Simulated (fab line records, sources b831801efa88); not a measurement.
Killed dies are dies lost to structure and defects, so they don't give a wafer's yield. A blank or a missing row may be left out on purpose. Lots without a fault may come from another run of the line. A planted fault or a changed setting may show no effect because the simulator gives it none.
Which tool did it? | flow sky130 | 13 lots, 39 wafers sampled, at 4 steps of a route of 708

WHAT THE GAUGES READ, wafer by wafer
SKY_FIELD_ISO_THK_MEAS_02.
lot  | measured    | on            | FIELD_ISO_OXIDATION_00_THK (nm)
L480 | day 1 17:01 | film_metro-03 | 12.05 11.88 12.09
L481 | day 1 22:58 | film_metro-02 | 11.50 11.79 11.58
L482 | day 2 02:40 | film_metro-01 | 12.51 12.33 12.11
L484 | day 2 14:52 | film_metro-03 | 12.30 12.18 12.07
L488 | day 3 10:41 | film_metro-01 | 12.37 12.41 12.43
L489 | day 3 13:48 | film_metro-01 | 12.36 12.28 12.20
L491 | day 3 23:55 | film_metro-03 | 12.15 11.94 12.14
L492 | day 4 04:38 | film_metro-01 | 11.70 11.72 11.76
L495 | day 4 20:23 | film_metro-03 | 12.13 11.90 11.71
L497 | day 5 05:38 | film_metro-01 | 11.77 11.85 11.80
L500 | day 5 22:16 | film_metro-01 | 11.82 11.81 11.98
L501 | day 6 01:38 | film_metro-01 | 12.06 12.18 12.28
L502 | day 6 07:16 | film_metro-02 | 12.35 12.16 12.32

SKY_SD_P_OVL_MEAS_08.
lot  | measured     | on         | SD_P_OVL (nm)
L480 | day 25 18:29 | overlay-01 | 0.4 -0.1 0.8
L481 | day 26 10:56 | overlay-02 | -0.3 -1.5 0.0
L482 | day 26 10:01 | overlay-01 | -1.0 0.5 -0.4
L484 | day 27 04:17 | overlay-02 | 1.0 0.8 0.8
L488 | day 28 21:42 | overlay-01 | 0.0 0.5 0.3
L489 | day 29 00:45 | overlay-01 | 0.2 1.5 -0.1
L491 | day 29 15:30 | overlay-01 | 2.5 1.5 1.4
L492 | day 29 23:47 | overlay-02 | 2.2 2.1 2.2
L495 | day 30 19:32 | overlay-02 | 2.5 1.6 2.0
L497 | day 31 19:50 | overlay-01 | 1.9 2.9 2.2
L500 | day 32 10:50 | overlay-01 | -0.3 -2.4 -1.6
L501 | day 32 18:14 | overlay-02 | 2.9 3.5 3.9
L502 | day 33 01:15 | overlay-02 | 2.5 2.9 2.6

WHICH TOOL RAN EACH LOT (tool, then ch and the chambers of the sampled wafers, then the start)
lot  | SKY_FIELD_ISO_CMP_27         | SKY_FIELD_ISO_WET_ETCH_30
L480 | cmp-02 ch 1,3, day 2 17:37   | wet_bench-04 ch 0, day 2 18:29
L481 | cmp-01 ch 0,1,2, day 2 21:59 | wet_bench-01 ch 1, day 2 22:44
L482 | cmp-01 ch 2,3, day 3 00:58   | wet_bench-01 ch 1, day 3 01:45
L484 | cmp-01 ch 0,2, day 3 12:16   | wet_bench-04 ch 1, day 3 13:07
L488 | cmp-02 ch 1,2,3, day 4 08:28 | wet_bench-01 ch 0, day 4 09:25
L489 | cmp-01 ch 2,3, day 4 12:52   | wet_bench-01 ch 2, day 4 13:41
L491 | cmp-01 ch 0,1,2, day 4 23:20 | wet_bench-01 ch 2, day 5 00:05
L492 | cmp-01 ch 0,1,3, day 5 04:52 | wet_bench-04 ch 2, day 5 05:45
L495 | cmp-01 ch 0,2,3, day 5 20:52 | wet_bench-02 ch 2, day 5 21:39
L497 | cmp-02 ch 0,1,2, day 6 10:05 | wet_bench-04 ch 1, day 6 10:58
L500 | cmp-02 ch 0,1,2, day 6 22:31 | wet_bench-01 ch 3, day 6 23:22
L501 | cmp-01 ch 0,3, day 7 04:28   | wet_bench-02 ch 3, day 7 05:15
L502 | cmp-01 ch 0,2,3, day 7 12:27 | wet_bench-01 ch 0, day 7 13:14
- SKY_FIELD_ISO_CMP_27: polishes, stops on Si3N4, t overpolish 16 s, target thk 457.8 nm.
- SKY_FIELD_ISO_WET_ETCH_30: etches SiO2 in dHF, target depth 25 nm, time 50 s.

WHAT THE TOOLS THEMSELVES READ (means of the sampled wafers that have a number; where no wafer has one, the mark that the record gives instead)
SKY_FIELD_ISO_CMP_27.
lot  | tool   | motor_current_A (A) | overpolish_run_s (s) | platen_rpm (rpm) | time_to_endpoint_s (s)
L480 | cmp-02 | 11.3                | 16.005               | 59.94            | 119
L481 | cmp-01 | 12.2                | 15.996               | 60.05            | 103
L482 | cmp-01 | 11.3                | 15.999               | 60.03            | 111
L484 | cmp-01 | 11.6                | 15.995               | 59.97            | 109
L488 | cmp-02 | 11.6                | 15.995               | 60.04            | 120
L489 | cmp-01 | 11.4                | 15.994               | 60.02            | 118
L491 | cmp-01 | 11.9                | 16.004               | 59.98            | 112
L492 | cmp-01 | 12.0                | 15.999               | 60.01            | 109
L495 | cmp-01 | 12.0                | 16.009               | 59.96            | 118
L497 | cmp-02 | 13.1                | 16.004               | 60.01            | 117
L500 | cmp-02 | 13.1                | 16.004               | 60.00            | 115
L501 | cmp-01 | 12.3                | 15.991               | 59.99            | 113
L502 | cmp-01 | 11.7                | 16.001               | 60.03            | 115

SKY_FIELD_ISO_WET_ETCH_30.
lot  | tool         | bath_heat_duty_pct (%) | run_length_s (s)
L480 | wet_bench-04 | 7.1                    | 77.2
L481 | wet_bench-01 | 6.6                    | 81.4
L482 | wet_bench-01 | 6.6                    | 80.7
L484 | wet_bench-04 | 6.2                    | 77.7
L488 | wet_bench-01 | 6.6                    | 81.8
L489 | wet_bench-01 | 6.8                    | 76.3
L491 | wet_bench-01 | 6.8                    | 76.2
L492 | wet_bench-04 | 7.2                    | 83.1
L495 | wet_bench-02 | 6.8                    | 82.7
L497 | wet_bench-04 | 6.1                    | 76.2
L500 | wet_bench-01 | 5.1                    | 54.7
L501 | wet_bench-02 | 7.0                    | 75.1
L502 | wet_bench-01 | 6.7                    | 51.7

THE ANSWER, worked out from the rows above alone
Rule: what is usual is taken from the lots themselves. Put in order of their means at a reading, lots are off if they are a third of the lots or fewer, leave a main group of 4 or more, and stand apart from it by a gap of 3 or more times the standard deviation of the main group's means; of several such gaps the widest counts. A main group whose means are all the same, to the digits that the tables above print for the reading, isn't used. A lot without any number at a reading at which 4 lots or more have one is off too. The other lots that the step has rows for count as sound. The gauges are gone through in route order, then the tools' own readings, and for those a lot's mean is taken as printed above. The first step at which some lot is off is used, and at that step the reading that is off furthest; a lot without a number counts as furthest.
Off: L500, L502, at SKY_FIELD_ISO_WET_ETCH_30 (run_length_s). The main group: mean 78.9 s, standard deviation 2.9.
A tool fits if, at that step or a process step before it, it ran every lot that is off, and no sound lot after the first of them. One fits: wet_bench-01 at SKY_FIELD_ISO_WET_ETCH_30. Its last sound lot is L491 (day 5 00:05), its first lot that is off L500 (day 6 23:22): a fault that began between those two fits.
The tool's own readings at SKY_FIELD_ISO_WET_ETCH_30 bear it out: on the lots that are off they differ by more than 5 times the standard deviation of the sound lots' means. run_length_s reads 53.2 s there against 78.9 s on the sound lots.

WHAT THE SIMULATOR HAD PUT IN
Process parameter drift: wet_bench-01, from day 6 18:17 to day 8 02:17, at SKY_FIELD_ISO_WET_ETCH_30. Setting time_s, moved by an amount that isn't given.
Lots struck among those shown: L500, L502. The rule above found the same.
